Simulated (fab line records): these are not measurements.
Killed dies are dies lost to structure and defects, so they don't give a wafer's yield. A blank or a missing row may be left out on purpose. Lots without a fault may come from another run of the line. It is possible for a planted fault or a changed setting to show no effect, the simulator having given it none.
fab line records ; flow sky130
record: lots: 11; wafers: 33; last_day: 50
route steps=708 shown VT_ADJUST_LVTN@106 VT_ADJUST_PCH@153 SONOS_ONO@168 PAD_OPEN@708
lots that met no fault: taken from a fault-free run of the same line
start_h: start of the lot's first displayed wafer, in hours after the record's first day ; wait_h: time in hours since the lot's previous step ; " the same as in the row above ; L1.1+2: a row that stands for several wafers ; - no value present, or no start provided ; * or withheld: withheld ; < > ~ a bound
route shown NAME@n: a module of which the file shows steps, and the number in the route of the first ; usual: mean and standard deviation over wafers with no fault ; same: alike in all rows ; chamber/n: place in a boat ; sites: each site's reading ; _std_site: the values' standard deviation ; _edge_site: outer sites' mean less inner sites' ; radius_mm: for every site, how far away it sits from the centre of the wafer ; mask NAME#n: copy n ; behind: the tool/chamber that last shaped the wafer ; hold: the reason the lot was held/the length of the hold in hours/how it ended ; device: whichever transistor did not switch (one of n, p or np) ; end of line: tests run on the same wafers once the route is complete ; for a step that has no rows: nothing shown but its recipe ; killed: at the first sort, the dies lost to defects and structure; wafer yield is something else ; map: a wafer's dies, marking killed ones x, the rest . and places with no die _
set.NAME: the setting the step ran with; set.NAME@STEP: the setting that earlier step ran with ; model.NAME: the simulator's own value behind a step, which no gauge read
steps of the route over a sample of lots; a table a step, a row a wafer
services: the hour from which a tool's chamber was out of use, counted from the record's first day as start_h (under 0 if before that day), plus the number of hours and why
== steps ==
step: SKY_VT_ADJUST_LVTN_STRIP_09
recipe: chemistry: O2/N2; power_w: 1400; pressure_mtorr: 1500; platen_temp_c: withheld; o2_flow_sccm: 3000; n2_flow_sccm: 300; overash_fraction: 0.5
usual: chamber_pressure_mTorr: 1500.0/1.4; drypump_motor_current_A: 5.7/0.48; oes_product_au: 0.723/0.0044; strip_time_to_endpoint_s: 36.88/0.1
lot.wafer;tool;chamber;start_h;wait_h;chamber_pressure_mTorr;drypump_motor_current_A;oes_product_au;rf_hours_counter_h;strip_time_to_endpoint_s
L783.1;plasma_asher-04;1;143.29;0.1;1500.7;5.5;0.727;32;36.98
L783.4;plasma_asher-04;0;143.29;0.1;1500.0;6.3;0.735;-;36.93
L783.5;plasma_asher-04;1;143.29;0.1;1500.8;5.4;0.725;-;36.89
L785.1;plasma_asher-04;1;161.69;0.1;1500.6;5.4;0.729;33;36.81
L785.2;plasma_asher-04;0;161.69;0.1;1499.6;6.3;0.719;33;36.79
L785.3;plasma_asher-04;1;161.69;0.1;1499.2;5.5;0.721;-;36.92
L786.2;plasma_asher-01;1;166.84;0.1;1500.0;5.5;0.728;48;36.91
L786.5;plasma_asher-01;1;166.84;0.1;1502.9;5.5;0.724;-;36.98
L786.6;plasma_asher-01;0;166.84;0.1;1501.3;5.0;0.730;-;36.85
L788.3;plasma_asher-04;0;182.73;0.1;1499.2;6.3;0.727;-;36.86
L788.5;plasma_asher-04;1;182.73;0.1;1498.0;5.4;0.729;-;36.97
L788.6;plasma_asher-04;0;182.73;0.1;1498.5;6.3;0.724;-;36.95
L792.1;plasma_asher-02;0;207.73;0.1;1498.1;6.2;0.721;55;37.06
L792.2;plasma_asher-02;1;207.73;0.1;1500.7;5.8;0.726;55;36.96
L792.4;plasma_asher-02;1;207.73;0.1;1501.2;5.8;0.728;-;36.88
L794.1;plasma_asher-02;0;220.65;0.1;1499.9;6.2;0.716;56;36.96
L794.4;plasma_asher-02;1;220.65;0.1;1499.6;5.8;0.723;-;36.86
L794.6;plasma_asher-02;0;220.65;0.1;1501.6;6.2;0.720;-;36.94
L795.1;plasma_asher-01;0;227.53;0.1;1500.0;5.0;0.724;54;36.86
L795.4;plasma_asher-01;0;227.53;0.1;1499.3;5.0;0.722;-;36.85
L795.5;plasma_asher-01;1;227.53;0.1;1501.0;5.5;0.718;-;36.81
L800.1;plasma_asher-04;1;257.60;0.1;1500.1;5.4;0.725;41;36.72
L800.4;plasma_asher-04;1;257.60;0.1;1498.0;5.5;0.721;-;36.80
L800.6;plasma_asher-04;0;257.60;0.1;1497.2;6.3;0.711;-;36.84
L801.2;plasma_asher-01;1;263.93;0.1;1500.9;5.5;0.718;57;36.82
L801.3;plasma_asher-01;1;263.93;0.1;1501.0;5.5;0.718;-;36.83
L801.6;plasma_asher-01;1;263.93;0.1;1500.8;5.5;0.729;-;36.82
L803.1;plasma_asher-04;0;277.85;0.1;1502.1;6.3;0.719;43;36.91
L803.4;plasma_asher-04;1;277.85;0.1;1501.0;5.4;0.729;-;36.84
L803.5;plasma_asher-04;1;277.85;0.1;1497.8;5.4;0.721;-;37.03
L804.2;plasma_asher-02;1;287.10;0.1;1500.6;5.8;0.723;63;36.83
L804.3;plasma_asher-02;0;287.10;0.1;1496.3;6.2;0.713;-;36.90
L804.4;plasma_asher-02;1;287.10;0.1;1500.9;5.8;0.717;-;36.80
step: SKY_VT_ADJUST_PCH_TW_MEAS_10
usual: VT_ADJUST_PCH_TW: 143.8/1.4
lot.wafer;tool;chamber;start_h;wait_h;VT_ADJUST_PCH_TW
L783.1;film_metro-04;-;228.65;0.1;142.6
L783.4;film_metro-04;-;228.65;0.1;143.1
L783.5;film_metro-04;-;228.65;0.1;143.6
L785.1;film_metro-04;-;249.50;0.1;143.2
L785.2;film_metro-04;-;249.50;0.1;143.8
L785.3;film_metro-04;-;249.50;0.1;142.6
L786.2;film_metro-02;-;256.19;0.1;145.1
L786.5;film_metro-02;-;256.19;0.1;145.4
L786.6;film_metro-02;-;256.19;0.1;146.3
L788.3;film_metro-01;-;274.67;0.1;143.4
L788.5;film_metro-01;-;274.67;0.1;143.1
L788.6;film_metro-01;-;274.67;0.1;142.1
L792.1;film_metro-02;-;303.93;0.1;146.2
L792.2;film_metro-02;-;303.93;0.1;146.6
L792.4;film_metro-02;-;303.93;0.1;145.9
L794.1;film_metro-01;-;319.60;0.1;141.8
L794.4;film_metro-01;-;319.60;0.1;142.7
L794.6;film_metro-01;-;319.60;0.1;141.8
L795.1;film_metro-04;-;327.68;0.1;141.4
L795.4;film_metro-04;-;327.68;0.1;142.4
L795.5;film_metro-04;-;327.68;0.1;142.0
L800.1;film_metro-01;-;360.80;0.1;143.1
L800.4;film_metro-01;-;360.80;0.1;143.2
L800.6;film_metro-01;-;360.80;0.1;142.7
L801.2;film_metro-01;-;368.81;0.1;143.7
L801.3;film_metro-01;-;368.81;0.1;142.9
L801.6;film_metro-01;-;368.81;0.1;142.4
L803.1;film_metro-04;-;385.88;0.1;143.8
L803.4;film_metro-04;-;385.88;0.1;144.2
L803.5;film_metro-04;-;385.88;0.1;143.9
L804.2;film_metro-01;-;397.04;0.1;141.6
L804.3;film_metro-01;-;397.04;0.1;142.0
L804.4;film_metro-01;-;397.04;0.1;141.2
step: SKY_SONOS_ONO_OXIDATION_00
recipe: temp_c: 800; ambient: O2; idle_temp_c: 700; ramp_up_c_per_min: 10; ramp_down_c_per_min: 3; stabilise_s: 600; purge_s: 300; target_thk_a: 26; ox_time_s: 1249
usual: spike_tc_bottom_C: 818.4/1; spike_tc_centre_C: 800.5/1.1; spike_tc_lower_C: 800.0/1; spike_tc_top_C: 815.3/1.1; spike_tc_upper_C: 800.0/1.9; tube_center_temp_C: 800/0.067; tube_center_temp_C_max: 802.1/0.35; zone_power_upper_pct: 14.6/0.42
lot.wafer;tool;chamber;start_h;wait_h;spike_tc_bottom_C;spike_tc_centre_C;spike_tc_lower_C;spike_tc_top_C;spike_tc_upper_C;tube_center_temp_C;tube_center_temp_C_max;zone_power_upper_pct
L783.1;furnace-02;0;254.98;1.8;819.9;800.3;799.7;814.8;800.8;800.02;802.9;14.4
L783.4;furnace-02;0;254.98;1.8;818.8;801.1;800.3;815.6;800.9;799.92;802.6;14.1
L783.5;furnace-02;0;254.98;1.8;818.3;799.9;801.3;815.6;801.6;799.97;801.5;14.1
L785.1;furnace-01;0;275.59;1.8;818.5;799.6;799.0;814.6;799.9;800.1;801.9;15.0
L785.2;furnace-01;0;275.59;1.8;818.3;801.3;801.5;814.9;797.4;799.9;801.4;14.9
L785.3;furnace-01;0;275.59;1.8;817.2;799.8;800.2;815.9;796.6;799.98;802.4;15.1
L786.2;furnace-01;0;283.16;1.7;817.2;800.8;800.1;812.7;799.0;799.91;802.4;15.1
L786.5;furnace-01;0;283.16;1.7;817.5;800.5;799.7;816.5;798.4;800.09;802.0;15.0
L786.6;furnace-01;0;283.16;1.7;816.8;802.1;800.9;815.2;799.1;799.92;802.3;14.9
L788.3;furnace-01;0;302.42;2.0;817.2;800.7;798.8;813.3;799.2;800;802.9;15.1
L788.5;furnace-01;0;302.42;2.0;818.5;801.1;798.7;814.1;798.3;800.03;802.3;15.1
L788.6;furnace-01;0;302.42;2.0;819.2;800.4;799.6;813.8;798.2;800.01;802.4;14.8
L792.1;furnace-01;0;331.42;1.4;808.6;790.9;790.7;805.4;787.1;790.09;791.7;14.6
L792.2;furnace-01;0;331.42;1.4;807.8;790.8;790.1;804.4;789.0;790.12;791.7;14.8
L792.4;furnace-01;0;331.42;1.4;808.8;789.0;791.3;805.0;787.0;790.02;792.3;14.8
L794.1;furnace-01;0;347.07;0.5;808.4;789.2;790.4;805.2;788.0;790.06;791.9;14.7
L794.4;furnace-01;0;347.07;0.5;809.5;790.8;789.8;805.6;790.7;790.07;792.5;14.9
L794.6;furnace-01;0;347.07;0.5;808.5;789.5;791.2;804.7;788.2;790;792.3;14.7
L795.1;furnace-02;0;354.84;0.0;818.4;799.1;800.9;816.4;801.6;799.96;802.0;14.2
L795.4;furnace-02;0;354.84;0.0;819.3;800.4;799.6;815.8;803.2;799.97;801.7;14.2
L795.5;furnace-02;0;354.84;0.0;819.7;800.4;800.8;813.5;801.4;799.95;802.6;14.2
L800.1;furnace-02;0;393.13;2.8;818.6;800.1;800.3;815.3;802.2;799.98;801.8;14.5
L800.4;furnace-02;0;393.13;2.8;819.0;799.3;800.6;815.5;802.8;799.94;801.6;14.1
L800.6;furnace-02;0;393.13;2.8;818.6;801.7;800.5;816.0;800.6;800.01;803.1;14.3
L801.2;furnace-02;0;398.92;1.3;819.7;801.4;799.0;816.0;801.8;799.89;802.1;14.2
L801.3;furnace-02;0;398.92;1.3;819.1;802.2;797.2;815.1;800.3;800.03;801.7;14.2
L801.6;furnace-02;0;398.92;1.3;818.9;800.4;801.9;815.2;803.2;800.05;802.1;14.2
L803.1;furnace-01;0;416.71;1.5;816.4;799.7;800.2;815.2;799.0;799.97;802.0;15.0
L803.4;furnace-01;0;416.71;1.5;817.9;799.6;800.2;814.7;797.0;799.92;802.3;15.0
L803.5;furnace-01;0;416.71;1.5;817.2;800.9;799.6;815.1;796.2;800.07;801.9;14.8
L804.2;furnace-02;0;427.45;0.9;820.6;801.1;798.5;815.1;801.9;800;801.7;14.3
L804.3;furnace-02;0;427.45;0.9;817.7;803.1;801.0;815.8;801.4;800.04;802.4;14.2
L804.4;furnace-02;0;427.45;0.9;818.8;801.2;799.7;814.1;801.2;799.93;801.6;14.2
step: SKY_SONOS_ONO_THK_MEAS_01
recipe: reads: SiO2_of_SONOS_ONO_OXIDATION_00
usual: SONOS_ONO_OXIDATION_THK: 2.63/0.059
lot.wafer;tool;chamber;start_h;wait_h;SONOS_ONO_OXIDATION_THK[nm]
L783.1;film_metro-02;-;256.33;0.0;2.62
L783.4;film_metro-02;-;256.33;0.0;2.59
L783.5;film_metro-02;-;256.33;0.0;2.64
L785.1;film_metro-03;-;276.94;0.0;2.58
L785.2;film_metro-03;-;276.94;0.0;2.59
L785.3;film_metro-03;-;276.94;0.0;2.64
L786.2;film_metro-03;-;284.52;0.0;2.50
L786.5;film_metro-03;-;284.52;0.0;2.53
L786.6;film_metro-03;-;284.52;0.0;2.54
L788.3;film_metro-04;-;303.79;0.0;2.63
L788.5;film_metro-04;-;303.79;0.0;2.68
L788.6;film_metro-04;-;303.79;0.0;2.66
L792.1;film_metro-03;-;332.76;0.0;2.30
L792.2;film_metro-03;-;332.76;0.0;2.25
L792.4;film_metro-03;-;332.76;0.0;2.25
L794.1;film_metro-03;-;348.42;0.0;2.21
L794.4;film_metro-03;-;348.42;0.0;2.17
L794.6;film_metro-03;-;348.42;0.0;2.25
L795.1;film_metro-03;-;356.19;0.0;2.71
L795.4;film_metro-03;-;356.19;0.0;2.64
L795.5;film_metro-03;-;356.19;0.0;2.68
L800.1;film_metro-02;-;394.47;0.0;2.70
L800.4;film_metro-02;-;394.47;0.0;2.69
L800.6;film_metro-02;-;394.47;0.0;2.70
L801.2;film_metro-03;-;400.27;0.0;2.78
L801.3;film_metro-03;-;400.27;0.0;2.73
L801.6;film_metro-03;-;400.27;0.0;2.64
L803.1;film_metro-03;-;418.06;0.0;2.66
L803.4;film_metro-03;-;418.06;0.0;2.62
L803.5;film_metro-03;-;418.06;0.0;2.70
L804.2;film_metro-04;-;428.81;0.0;2.69
L804.3;film_metro-04;-;428.81;0.0;2.57
L804.4;film_metro-04;-;428.81;0.0;2.66
step: SKY_SONOS_ONO_THK_MEAS_03
recipe: reads: Si3N4_of_SONOS_ONO_CVD_02
usual: SONOS_ONO_CVD_02_THK: 10.51/0.12
lot.wafer;tool;chamber;start_h;wait_h;SONOS_ONO_CVD_02_THK[nm]
L783.1;film_metro-04;-;257.96;0.0;10.54
L783.4;film_metro-04;-;257.96;0.0;10.45
L783.5;film_metro-04;-;257.96;0.0;10.64
L785.1;film_metro-03;-;278.74;0.0;10.22
L785.2;film_metro-03;-;278.74;0.0;10.29
L785.3;film_metro-03;-;278.74;0.0;10.29
L786.2;film_metro-04;-;285.93;0.0;10.57
L786.5;film_metro-04;-;285.93;0.0;10.54
L786.6;film_metro-04;-;285.93;0.0;10.51
L788.3;film_metro-02;-;306.24;0.0;10.50
L788.5;film_metro-02;-;306.24;0.0;10.52
L788.6;film_metro-02;-;306.24;0.0;10.63
L792.1;film_metro-04;-;333.87;0.0;10.70
L792.2;film_metro-04;-;333.87;0.0;10.70
L792.4;film_metro-04;-;333.87;0.0;10.64
L794.1;film_metro-04;-;349.53;0.0;10.42
L794.4;film_metro-04;-;349.53;0.0;10.39
L794.6;film_metro-04;-;349.53;0.0;10.30
L795.1;film_metro-03;-;357.30;0.0;10.54
L795.4;film_metro-03;-;357.30;0.0;10.63
L795.5;film_metro-03;-;357.30;0.0;10.62
L800.1;film_metro-04;-;395.58;0.0;10.40
L800.4;film_metro-04;-;395.58;0.0;10.30
L800.6;film_metro-04;-;395.58;0.0;10.52
L801.2;film_metro-03;-;405.91;0.0;10.67
L801.3;film_metro-03;-;405.91;0.0;10.64
L801.6;film_metro-03;-;405.91;0.0;10.73
L803.1;film_metro-03;-;421.99;0.0;10.65
L803.4;film_metro-03;-;421.99;0.0;10.53
L803.5;film_metro-03;-;421.99;0.0;10.60
L804.2;film_metro-03;-;431.08;0.0;10.33
L804.3;film_metro-03;-;431.08;0.0;10.40
L804.4;film_metro-03;-;431.08;0.0;10.49
step: SKY_PAD_OPEN_PROBE_99
usual: killed_at_M0_to_M3: 43/6.9; killed_at_M4_up: 3.2/2; killed_at_contacts: 25/5.1; killed_at_front_end: 15/4.5; killed_at_other: 0.2/0.51; killed_dies: 85/9.5; killed_open: 48/6.9; killed_short: 38/6.7
same: gross_dies: 492; killed_at_back_side: 0
lot.wafer;tool;chamber;start_h;wait_h;killed_at_M0_to_M3;killed_at_M4_up;killed_at_contacts;killed_at_front_end;killed_at_other;killed_dies;killed_open;killed_short
L800.1;prober-02;-;1173.42;0.1;40;2;24;15;0;81;42;39
L800.4;prober-02;-;1173.57;0.2;43;3;22;9;0;77;38;39
L800.6;prober-02;-;1173.67;0.2;37;1;22;15;0;75;38;37
L801.2;prober-01;-;1178.01;0.1;57;2;14;11;0;84;45;39
L801.3;prober-01;-;1178.06;0.2;46;8;21;14;0;89;40;49
L801.6;prober-01;-;1178.21;0.2;38;2;28;9;1;78;47;31
L803.1;prober-01;-;1187.28;0.1;28;4;35;13;1;81;40;41
L803.4;prober-01;-;1187.43;0.2;44;1;30;20;0;95;59;36
L803.5;prober-01;-;1187.48;0.2;32;2;17;16;0;67;39;28
killed by level:class
L800.1 VIA1:geometric_particle:open=12 CONTACT:geometric_particle:open=7 LI_CONTACT:geometric_particle:open=6 FIELD_ISO:geometric_particle:open=5 LOCAL_INTERCONNECT:geometric_particle:short=5 VIA1:geometric_particle:short=5 VIA3:geometric_particle:short=5 METAL2:geometric_particle:short=5
L800.4 VIA1:geometric_particle:open=11 VIA3:geometric_particle:open=7 VIA2:geometric_particle:short=6 METAL1:geometric_particle:short=6 LI_CONTACT:geometric_particle:open=5 LOCAL_INTERCONNECT:geometric_particle:short=5 CONTACT:geometric_particle:short=5 CONTACT:geometric_particle:open=5
L800.6 VIA2:geometric_particle:open=9 LI_CONTACT:geometric_particle:open=7 CONTACT:geometric_particle:open=6 METAL2:geometric_particle:short=6 VIA1:geometric_particle:short=6 VIA1:geometric_particle:open=5 FIELD_ISO:geometric_particle:short=4 LI_CONTACT:geometric_particle:short=4
L801.2 VIA3:geometric_particle:open=10 METAL1:geometric_particle:short=8 METAL2:geometric_particle:short=8 VIA1:geometric_particle:open=7 VIA1:geometric_particle:short=6 VIA2:geometric_particle:open=6 FIELD_ISO:geometric_particle:open=5 LI_CONTACT:geometric_particle:open=5
L801.3 VIA1:geometric_particle:open=10 CONTACT:geometric_particle:open=7 METAL1:geometric_particle:short=7 VIA2:geometric_particle:open=6 METAL4:geometric_particle:short=6 FIELD_ISO:geometric_particle:short=5 POLY_GATE:geometric_particle:short=5 VIA3:geometric_particle:short=5
L801.6 LI_CONTACT:geometric_particle:open=12 VIA1:geometric_particle:open=12 CONTACT:geometric_particle:open=9 METAL2:geometric_particle:short=6 METAL1:geometric_particle:short=5 VIA2:geometric_particle:open=4 POLY_GATE:geometric_particle:short=3 CONTACT:geometric_particle:short=3
L803.1 CONTACT:geometric_particle:short=11 LI_CONTACT:geometric_particle:open=9 CONTACT:geometric_particle:open=9 VIA1:geometric_particle:open=8 VIA3:geometric_particle:open=5 SPACER:geometric_particle:short=4 VIA1:geometric_particle:short=4 LI_CONTACT:geometric_particle:short=3
L803.4 FIELD_ISO:geometric_particle:open=9 LI_CONTACT:geometric_particle:open=9 CONTACT:geometric_particle:open=9 VIA3:geometric_particle:open=8 VIA1:geometric_particle:open=8 VIA2:geometric_particle:open=7 LI_CONTACT:geometric_particle:short=6 CONTACT:geometric_particle:short=5
L803.5 VIA1:geometric_particle:open=8 CONTACT:geometric_particle:open=6 VIA2:geometric_particle:open=5 METAL2:geometric_particle:short=5 VIA3:geometric_particle:open=5 LI_CONTACT:geometric_particle:open=4 FIELD_ISO:geometric_particle:open=4 POLY_GATE:geometric_particle:open=3
== services ==
tool;chamber;start_h;hours;kind
furnace-01;-;146.17;3.4;pm
plasma_asher-04;-;197.58;12.7;repair
furnace-02;-;198.36;3.2;pm
plasma_asher-01;-;207.45;2.7;repair
furnace-02;-;232.87;3.3;pm
furnace-01;-;236.84;4.8;pm
furnace-02;-;267.93;7.4;pm
plasma_asher-04;-;295.52;1.5;repair
furnace-01;-;315.22;3.5;pm
plasma_asher-04;-;348.73;13.9;repair
plasma_asher-02;-;367.86;12.4;repair
furnace-02;-;401.66;4.3;pm
plasma_asher-04;-;407.49;2.8;pm
plasma_asher-01;-;421.25;9.0;pm
plasma_asher-01;0;421.25;9.0;vent_cycle
plasma_asher-01;1;421.25;9.0;vent_cycle
== key ==
first_sign: step: SKY_SONOS_ONO_OXIDATION_00; reading: tube_center_temp_C; direction: down; sigmas: 99+; usual: *; struck: *
effect: step: SKY_SONOS_ONO_OXIDATION_00; reading: tube_center_temp_C_max; direction: down; sigmas: 28; usual: *; struck: *
effect: step: SKY_SONOS_ONO_THK_MEAS_01; reading: SONOS_ONO_OXIDATION_THK; direction: down; sigmas: 6.7; usual: 2.63; struck: 2.24
met_at SKY_SONOS_ONO_OXIDATION_00
struck_lots L792,L794
tester_left_out L792,L794
not_acting_at SKY_VT_ADJUST_LVTN_STRIP_09,SKY_VT_ADJUST_PCH_TW_MEAS_10,SKY_SONOS_ONO_THK_MEAS_03
onset_between 302.42 331.42
fault: kind: process_parameter_drift; tool: furnace-01; chamber: -; onset_h: 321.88; steps: SKY_SONOS_ONO_OXIDATION_00; channel: temp_c; offset: *; shape: step; end_h: 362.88; acts_in: *; stated: *
tester_left_out: of these lots the tester's yield and bins aren't shown, on N5 and GAA mostly nor the transistor test; their killed dies are dies lost to structure and defects alone, not to doping, threshold or leakage, so they don't give the yield
